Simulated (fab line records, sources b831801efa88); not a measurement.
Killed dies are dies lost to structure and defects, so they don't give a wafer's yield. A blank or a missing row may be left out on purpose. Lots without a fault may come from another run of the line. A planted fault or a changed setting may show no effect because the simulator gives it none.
Which tool did it? | flow sky130 | 15 lots, 45 wafers sampled, at 3 steps of a route of 708

WHAT THE GAUGES READ, wafer by wafer
SKY_LOCAL_INTERCONNECT_OVL_MEAS_12.
lot  | measured     | on         | LOCAL_INTERCONNECT_OVL (nm)
L886 | day 31 11:32 | overlay-02 | 3 9 4
L888 | day 31 19:53 | overlay-02 | 1 -3 -5
L889 | day 32 04:26 | overlay-02 | 5 1 -4
L890 | day 32 05:26 | overlay-01 | 5 7 -1
L892 | day 33 04:05 | overlay-02 | -3 -5 0
L893 | day 33 15:22 | overlay-01 | 0 -1 -3
L894 | day 33 17:02 | overlay-01 | -4 -4 -5
L898 | day 34 19:44 | overlay-02 | -1 -1 2
L901 | day 36 03:37 | overlay-02 | -12 -6 -7
L902 | day 36 21:27 | overlay-02 | 2 2 -2
L903 | day 36 21:50 | overlay-01 | 5 0 6
L907 | day 37 21:47 | overlay-02 | 4 -7 -6
L906 | day 37 23:20 | overlay-02 | -6 -12 -3
L905 | day 38 00:17 | overlay-01 | 4 -3 -5
L908 | day 38 04:23 | overlay-01 | -9 1 -7

SKY_CAP2M_RS_MEAS_03: measures by four-point-probe.
lot  | measured     | on            | CAP2M_TIN_RS (ohm/sq)
L886 | day 40 21:41 | film_metro-04 | 7.04 7.05 7.03
L888 | day 41 03:09 | film_metro-01 | 6.85 6.86 6.77
L889 | day 41 14:04 | film_metro-04 | 6.90 6.87 6.82
L890 | day 41 13:10 | film_metro-01 | 6.84 6.89 6.90
L892 | day 42 08:01 | film_metro-04 | 6.96 6.90 7.04
L893 | day 42 18:35 | film_metro-01 | 6.96 6.91 7.06
L894 | day 42 21:14 | film_metro-02 | 6.86 6.94 6.87
L898 | day 43 20:09 | film_metro-01 | 6.97 7.00 7.06
L901 | day 44 22:58 | film_metro-04 | 6.84 6.78 6.94
L902 | day 45 16:17 | film_metro-02 | 6.91 7.03 6.99
L903 | day 45 17:55 | film_metro-01 | 7.01 6.88 6.88
L907 | day 46 12:04 | film_metro-01 | 6.88 6.97 6.83
L906 | day 46 13:09 | film_metro-02 | 6.92 6.98 6.94
L905 | day 46 14:38 | film_metro-02 | 6.91 6.85 6.83
L908 | day 46 18:44 | film_metro-04 | 6.94 6.97 6.85

WHICH TOOL RAN EACH LOT (tool, then ch and the chambers of the sampled wafers, then the start)
lot  | SKY_VIA1_SPUTTER_20
L886 | pvd_sputter-02, day 35 03:30
L888 | pvd_sputter-03, day 35 10:04
L889 | pvd_sputter-03, day 35 19:51
L890 | pvd_sputter-02, day 35 20:01
L892 | pvd_sputter-04, day 36 19:04
L893 | pvd_sputter-03, day 37 03:29
L894 | pvd_sputter-03, day 37 05:43
L898 | pvd_sputter-03, day 38 07:58
L901 | pvd_sputter-02, day 39 15:30
L902 | pvd_sputter-03, day 40 09:25
L903 | pvd_sputter-03, day 40 10:38
L907 | pvd_sputter-04, day 41 07:50
L906 | pvd_sputter-03, day 41 08:38
L905 | pvd_sputter-03, day 41 10:00
L908 | pvd_sputter-04, day 41 13:56
- SKY_VIA1_SPUTTER_20: material TiN, target thk 20 nm, time 80 s.

WHAT THE TOOLS THEMSELVES READ (means of the sampled wafers that have a number; where no wafer has one, the mark that the record gives instead)
SKY_VIA1_SPUTTER_20.
lot  | tool           | throttle_valve_pct (%)
L886 | pvd_sputter-02 | 29.5
L888 | pvd_sputter-03 | 28.7
L889 | pvd_sputter-03 | 29.0
L890 | pvd_sputter-02 | 29.7
L892 | pvd_sputter-04 | 30.3
L893 | pvd_sputter-03 | 30.4
L894 | pvd_sputter-03 | 28.6
L898 | pvd_sputter-03 | 29.6
L901 | pvd_sputter-02 | 29.4
L902 | pvd_sputter-03 | 29.1
L903 | pvd_sputter-03 | 29.1
L907 | pvd_sputter-04 | 30.6
L906 | pvd_sputter-03 | 29.3
L905 | pvd_sputter-03 | 28.6
L908 | pvd_sputter-04 | 31.1

THE ANSWER, worked out from the rows above alone
Rule: what is usual is taken from the lots themselves. Put in order of their means at a reading, lots are off if they are a third of the lots or fewer, leave a main group of 4 or more, and stand apart from it by a gap of 3 or more times the standard deviation of the main group's means; of several such gaps the widest counts. A main group whose means are all the same, to the digits that the tables above print for the reading, isn't used. A lot without any number at a reading at which 4 lots or more have one is off too. The other lots that the step has rows for count as sound. The gauges are gone through in route order, then the tools' own readings, and for those a lot's mean is taken as printed above. The first step at which some lot is off is used, and at that step the reading that is off furthest; a lot without a number counts as furthest.
No lot is off at any reading shown: from this, nothing can be told.

WHAT THE SIMULATOR HAD PUT IN
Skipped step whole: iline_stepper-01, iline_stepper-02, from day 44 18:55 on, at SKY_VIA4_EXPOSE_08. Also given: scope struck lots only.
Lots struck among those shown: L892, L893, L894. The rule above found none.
